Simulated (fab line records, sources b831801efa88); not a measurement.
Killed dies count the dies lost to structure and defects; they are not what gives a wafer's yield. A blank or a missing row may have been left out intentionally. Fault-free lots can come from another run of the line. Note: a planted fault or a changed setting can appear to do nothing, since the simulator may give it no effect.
fab line records	flow sky130
record lots=14	wafers=42	last-day=50
route steps=708 shown METAL3@564 VIA3@588
lots untouched by any fault: they come from a run of this same line in which no faults occurred
start-h: start of the lot's first displayed wafer, in hours after the record's first day	wait-h: hours from the lot's prior step to this one	" same as the row above	L1.1+2: one row covering several wafers at once	- no value present, or no start provided	* or withheld: withheld	< > ~ a bound
route shown NAME@n: a module of which the file shows steps, and the number in the route of the first	usual: mean/standard deviation of fault-free wafers	same: alike in all rows	chamber/n: place in a boat	sites: readings site by site	_std_site: how widely they spread, as a standard deviation	_edge_site: outer sites' mean less inner sites'	radius-mm: for every site, how far away it sits from the centre of the wafer	mask NAME#n: copy n	behind: the most recent tool/chamber to have shaped the wafer	hold: reason for holding the lot/hours on hold/outcome of the hold	device: names the non-switching transistor (n, p or np)	end of line: tests run on the same wafers once the route is complete	where a step has no rows: the recipe by itself	killed: count of dies lost to structure and defects at first sort (not the wafer's yield)	map: the dies of a wafer, with x for killed, . for not killed, _ for no die there
set.NAME: setting as actually run; set.NAME@STEP: the setting as run at that earlier step	model.NAME: the simulator's own value behind a step, which no gauge read
steps of the route over a sample of lots; a table a step, a row a wafer
services: when a tool's chamber went out of use (start-h, in hours from the record's first day, below 0 if earlier), for how many hours, and the reason
## steps
# step SKY_METAL3_OVL_MEAS_14
# usual METAL3_OVL=4/5.7
lot.wafer	tool	chamber	start-h	wait-h	METAL3_OVL[nm]
L922.2	overlay-01	-	893.67	0.1	1
L922.3	"	-	"	"	-2
L922.6	"	-	"	"	4
L923.1	overlay-02	-	908.32	0.1	2
L923.5	"	-	"	"	4
L923.6	"	-	"	"	7
L924.1	overlay-01	-	910.92	0.1	14
L924.4	"	-	"	"	15
L924.5	"	-	"	"	8
L927.4	overlay-01	-	936.43	0.1	14
L927.5	"	-	"	"	-1
L927.6	"	-	"	"	16
L928.1	overlay-01	-	938.20	0.1	9
L928.3	"	-	"	"	16
L928.6	"	-	"	"	2
L931.1	overlay-02	-	965.61	0.1	4
L931.2	"	-	"	"	-6
L931.3	"	-	"	"	3
L932.4	overlay-01	-	976.53	0.1	2
L932.5	"	-	"	"	4
L932.6	"	-	"	"	6
L933.3	overlay-01	-	980.57	0.1	-1
L933.4	"	-	"	"	3
L933.6	"	-	"	"	-3
L935.3	overlay-01	-	994.73	0.1	4
L935.5	"	-	"	"	3
L935.6	"	-	"	"	10
L937.1	overlay-02	-	1004.40	0.1	3
L937.5	"	-	"	"	7
L937.6	"	-	"	"	-1
L941.1	overlay-02	-	1030.45	0.1	7
L941.2	"	-	"	"	-5
L941.3	"	-	"	"	6
L943.3	overlay-01	-	1043.43	0.1	13
L943.5	"	-	"	"	10
L943.6	"	-	"	"	12
L945.2	overlay-01	-	1052.56	0.1	2
L945.4	"	-	"	"	3
L945.6	"	-	"	"	3
L944.2	overlay-02	-	1057.97	0.1	-6
L944.4	"	-	"	"	-3
L944.5	"	-	"	"	-4
# step SKY_METAL3_ETCH_16
# recipe chemistry=N2/H2	target=BARC	ion-energy-ev=200	bias-w=100	pressure-mtorr=30	n2-flow-sccm=100	h2-flow-sccm=200	icp-w=500	stop-on=SiO2	time-s=88.2	target-depth-a=600
# usual drypump-motor-current-A=5.6/0.5	n2-flow-sccm=100.02/0.28	oes-product-au=0.625/0.0044	throttle-valve-pct=13.204/0.0092
lot.wafer	tool	chamber	start-h	wait-h	drypump-motor-current-A	n2-flow-sccm	oes-product-au	rf-hours-counter-h	throttle-valve-pct
L922.2	rie-metal-01	0	893.80	0.1	4.9	99.90	0.622	-	13.201
L922.3	"	0	"	"	4.9	99.59	0.619	-	13.204
L922.6	"	0	"	"	4.9	100.05	0.628	-	13.205
L923.1	rie-metal-04	0	908.38	0.0	5.3	100.04	0.629	6	13.215
L923.5	"	0	"	"	5.3	99.71	0.630	-	13.198
L923.6	"	1	"	"	5.8	100.63	0.622	-	13.180
L924.1	rie-metal-02	0	910.98	0.0	6.3	99.77	0.622	7	13.194
L924.4	"	1	"	"	6.5	100.26	0.624	-	13.204
L924.5	"	1	"	"	6.5	100.32	0.622	-	13.217
L927.4	rie-metal-01	0	936.51	0.0	4.9	100.16	0.627	-	13.197
L927.5	"	0	"	"	4.9	100.45	0.624	-	13.210
L927.6	"	1	"	"	5.7	100.64	0.636	-	13.191
L928.1	rie-metal-01	1	938.27	0.0	5.7	100.03	0.636	2	13.208
L928.3	"	0	"	"	4.9	100.11	0.623	-	13.203
L928.6	"	1	"	"	5.7	100.00	0.627	-	13.211
L931.1	rie-metal-04	0	965.68	0.0	5.4	100.34	0.619	10	13.217
L931.2	"	1	"	"	5.8	99.93	0.616	16	13.214
L931.3	"	0	"	"	5.3	100.33	0.628	-	13.201
L932.4	rie-metal-01	0	976.61	0.0	4.9	100.15	0.625	-	13.212
L932.5	"	1	"	"	5.7	99.92	0.622	-	13.206
L932.6	"	0	"	"	4.9	99.93	0.628	-	13.213
L933.3	rie-metal-04	1	980.66	0.0	5.8	99.97	0.618	-	13.214
L933.4	"	0	"	"	5.3	99.96	0.625	-	13.213
L933.6	"	0	"	"	5.4	100.02	0.628	-	13.209
L935.3	rie-metal-02	1	994.82	0.0	6.5	99.80	0.619	-	13.212
L935.5	"	0	"	"	6.3	99.51	0.625	-	13.217
L935.6	"	1	"	"	6.5	99.78	0.614	-	13.222
L937.1	rie-metal-04	1	1004.47	0.0	5.8	100.13	0.628	19	13.195
L937.5	"	0	"	"	5.3	100.31	0.630	-	13.206
L937.6	"	1	"	"	5.8	100.48	0.629	-	13.192
L941.1	rie-metal-04	0	1030.52	0.0	5.3	100.14	0.624	14	13.208
L941.2	"	1	"	"	5.8	99.60	0.624	21	13.203
L941.3	"	1	"	"	5.8	99.84	0.630	-	13.210
L943.3	rie-metal-04	0	1043.54	0.1	5.4	99.81	0.625	-	13.191
L943.5	"	1	"	"	5.8	99.90	0.627	-	13.198
L943.6	"	0	"	"	5.4	99.90	0.624	-	13.200
L945.2	rie-metal-02	1	1052.62	0.0	6.5	100.03	0.623	21	13.211
L945.4	"	0	"	"	6.3	99.90	0.629	-	13.196
L945.6	"	1	"	"	6.4	99.90	0.625	-	13.210
L944.2	rie-metal-01	1	1058.03	0.0	5.7	99.91	0.623	7	13.214
L944.4	"	1	"	"	5.6	100.58	0.634	-	13.197
L944.5	"	0	"	"	4.9	99.75	0.622	-	13.218
# step SKY_VIA3_ETCH_15
# recipe target=SiO2	chemistry=C4F8/O2/Ar	target-depth-nm=507	stop-on=TiN	mask-material=KrF-thick	source-w=1500	bias-w=1200	pressure-mtorr=40	c4f8-flow-sccm=withheld	O2_flow_sccm=6	Ar_flow_sccm=300	time-s=78
# usual oes-product-au=0.946/0.0043
lot.wafer	tool	chamber	start-h	wait-h	oes-product-au	rf-hours-counter-h
L922.2	rie-diel-02	0	920.89	0.0	0.946	4
L922.3	"	2	"	"	0.949	21
L922.6	"	1	"	"	0.951	-
L923.1	rie-diel-03	3	934.44	0.0	0.951	0
L923.5	"	2	"	"	0.945	-
L923.6	"	1	"	"	0.940	-
L924.1	rie-diel-03	3	937.46	0.0	0.946	0
L924.4	"	2	"	"	0.946	16
L924.5	"	1	"	"	0.945	-
L927.4	rie-diel-03	2	962.34	0.0	0.940	17
L927.5	"	2	"	"	0.948	-
L927.6	"	1	"	"	0.940	-
L928.1	rie-diel-04	2	963.74	0.0	0.940	20
L928.3	"	1	"	"	0.951	19
L928.6	"	0	"	"	0.943	-
L931.1	rie-diel-04	1	991.16	0.0	0.941	20
L931.2	"	3	"	"	0.945	25
L931.3	"	2	"	"	0.944	20
L932.4	rie-diel-03	2	1001.91	0.0	0.950	18
L932.5	"	3	"	"	0.945	-
L932.6	"	0	"	"	0.949	-
L933.3	rie-diel-03	2	1006.24	0.0	0.946	18
L933.4	"	1	"	"	0.951	18
L933.6	"	0	"	"	0.938	-
L935.3	rie-diel-03	2	1020.76	0.0	0.955	19
L935.5	"	2	"	"	0.946	-
L935.6	"	1	"	"	0.948	-
L937.1	rie-diel-02	3	1028.79	0.0	0.947	5
L937.5	"	3	"	"	0.940	-
L937.6	"	0	"	"	0.941	-
L941.1	rie-diel-02	3	1053.95	0.0	0.950	5
L941.2	"	0	"	"	0.945	9
L941.3	"	1	"	"	0.939	22
L943.3	rie-diel-02	3	1066.79	0.0	0.948	6
L943.5	"	3	"	"	0.940	-
L943.6	"	0	"	"	0.948	-
L945.2	rie-diel-04	0	1075.11	0.0	0.946	14
L945.4	"	1	"	"	0.958	23
L945.6	"	1	"	"	0.946	-
L944.2	rie-diel-02	0	1081.01	0.0	0.944	10
L944.4	"	0	"	"	0.944	-
L944.5	"	3	"	"	0.940	-
# step SKY_VIA3_STRIP_16
# recipe chemistry=O2/N2	power-w=1400	pressure-mtorr=1500	platen-temp-c=withheld	o2-flow-sccm=3000	n2-flow-sccm=300	overash-fraction=0.5
# usual chamber-pressure-mTorr=1500.1/1.4	drypump-motor-current-A=5.6/0.3	n2-flow-sccm=299.9/0.92	oes-product-au=0.402/0.0047	strip-time-to-endpoint-s=4.126/0.019
lot.wafer	tool	chamber	start-h	wait-h	chamber-pressure-mTorr	drypump-motor-current-A	n2-flow-sccm	oes-product-au	rf-hours-counter-h	strip-time-to-endpoint-s
L922.2	plasma-asher-03	0	920.95	0.0	1500.1	5.7	299.4	0.412	18	4.108
L922.3	"	1	"	"	1502.2	5.3	299.9	0.402	-	4.153
L922.6	"	1	"	"	1500.9	5.3	299.1	0.404	-	4.152
L923.1	plasma-asher-03	0	934.50	0.0	1501.3	5.7	300.1	0.398	19	4.160
L923.5	"	1	"	"	1500.4	5.3	299.8	0.398	-	4.141
L923.6	"	0	"	"	1501.2	5.7	298.6	0.408	-	4.146
L924.1	plasma-asher-03	1	937.52	0.0	1499.5	5.2	299.4	0.396	20	4.139
L924.4	"	1	"	"	1500.0	5.2	299.5	0.394	-	4.116
L924.5	"	0	"	"	1500.2	5.7	300.3	0.408	-	4.152
L927.4	plasma-asher-01	0	962.43	0.1	1499.4	5.4	298.6	0.406	-	4.127
L927.5	"	1	"	"	1498.4	5.5	298.9	0.403	-	4.134
L927.6	"	0	"	"	1500.9	5.4	301.4	0.412	-	4.137
L928.1	plasma-asher-04	1	963.80	0.0	1498.7	6.3	298.4	0.401	114	4.107
L928.3	"	1	"	"	1498.7	6.3	299.2	0.405	-	4.099
L928.6	"	0	"	"	1501.6	5.6	300.9	0.402	-	4.108
L931.1	plasma-asher-01	0	991.22	0.0	1500.2	5.3	299.8	0.407	54	4.106
L931.2	"	1	"	"	1500.5	5.5	299.9	0.397	54	4.081
L931.3	"	0	"	"	1500.2	5.3	300.3	0.400	-	4.124
L932.4	plasma-asher-04	0	1002.00	0.1	-	-	-	-	-	-
L932.5	"	1	"	"	-	-	-	-	-	-
L932.6	"	0	"	"	-	-	-	-	-	-
L933.3	plasma-asher-01	0	1006.33	0.1	-	-	-	-	-	-
L933.4	"	1	"	"	-	-	-	-	-	-
L933.6	"	0	"	"	-	-	-	-	-	-
L935.3	plasma-asher-04	0	1020.85	0.1	1498.2	5.6	300.2	0.404	-	4.106
L935.5	"	1	"	"	1499.5	6.4	298.8	0.406	-	4.101
L935.6	"	0	"	"	1498.9	5.6	300.5	0.412	-	4.145
L937.1	plasma-asher-01	1	1028.85	0.0	1499.2	5.5	300.0	0.397	58	4.120
L937.5	"	0	"	"	1499.4	5.3	298.9	0.397	-	4.125
L937.6	"	1	"	"	1499.2	5.5	300.6	0.406	-	4.136
L941.1	plasma-asher-01	1	1054.01	0.0	1500.4	5.5	300.3	0.392	60	4.108
L941.2	"	0	"	"	1501.0	5.4	299.1	0.399	60	4.126
L941.3	"	0	"	"	1500.1	5.3	299.4	0.400	-	4.152
L943.3	plasma-asher-01	0	1066.88	0.1	1499.1	5.4	300.5	0.403	-	4.131
L943.5	"	1	"	"	1500.2	5.5	299.8	0.410	-	4.119
L943.6	"	0	"	"	1500.1	5.4	298.5	0.400	-	4.114
L945.2	plasma-asher-01	0	1075.17	0.0	1499.2	5.4	298.2	0.408	63	4.142
L945.4	"	0	"	"	1500.0	5.3	297.8	0.398	-	4.134
L945.6	"	0	"	"	1497.5	5.3	298.2	0.400	-	4.148
L944.2	plasma-asher-01	1	1081.07	0.0	1502.3	5.5	301.4	0.402	63	4.134
L944.4	"	0	"	"	1501.2	5.3	301.3	0.400	-	4.125
L944.5	"	1	"	"	1497.9	5.5	299.8	0.416	-	4.135
## services
tool	chamber	start-h	hours	kind
rie-diel-04	0	871.75	2.6	repair
rie-diel-03	1	902.48	5.8	repair
plasma-asher-03	-	904.30	2.8	pm
rie-diel-02	-	913.00	2.0	repair
rie-diel-04	-	913.02	4.7	repair
rie-diel-02	3	923.13	2.5	repair
rie-metal-02	-	924.01	14.6	pm
rie-metal-01	1	924.39	3.2	repair
plasma-asher-03	-	949.34	4.0	pm
rie-metal-01	-	972.06	0.3	repair
rie-metal-01	-	989.06	15.6	pm
rie-diel-04	2	992.93	4.6	repair
rie-metal-02	0	1000.64	9.3	repair
rie-metal-04	-	1007.62	0.5	repair
plasma-asher-04	-	1018.18	0.6	repair
rie-diel-02	1	1025.53	4.1	repair
rie-diel-02	3	1030.77	10.8	repair
rie-diel-03	1	1031.41	4.1	repair
plasma-asher-01	-	1044.02	2.3	repair
plasma-asher-04	-	1055.25	9.0	pm
rie-diel-03	-	1057.45	0.3	repair
rie-metal-01	-	1061.38	2.8	pm
rie-diel-02	2	1067.50	15.1	repair
plasma-asher-01	-	1070.74	0.4	repair
## key
first-sign step=SKY_VIA3_STRIP_16	reading=tool-record	direction=missing
effect none on later readings
met-at SKY_VIA3_STRIP_16
struck-lots L932,L933
later-rows-left-out L932.4,L932.5,L932.6,L933.3,L933.4,L933.6
sort-left-out L932.4,L932.5,L932.6,L933.3,L933.4,L933.6
not-acting-at SKY_METAL3_OVL_MEAS_14,SKY_METAL3_ETCH_16,SKY_VIA3_ETCH_15
onset-between 991.22 1002.00
fault kind=skipped-step-whole	tool=plasma-asher-01,plasma-asher-04	chamber=-	onset-h=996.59	steps=SKY_VIA3_STRIP_16	scope=struck-lots-only
# sort-left-out: the simulated sort isn't trusted on such a fault, so these wafers' sort isn't shown, and their yield isn't known
# later-rows-left-out: the simulator's readings of these wafers behind a module that went badly wrong aren't trusted and aren't shown, but for the sort
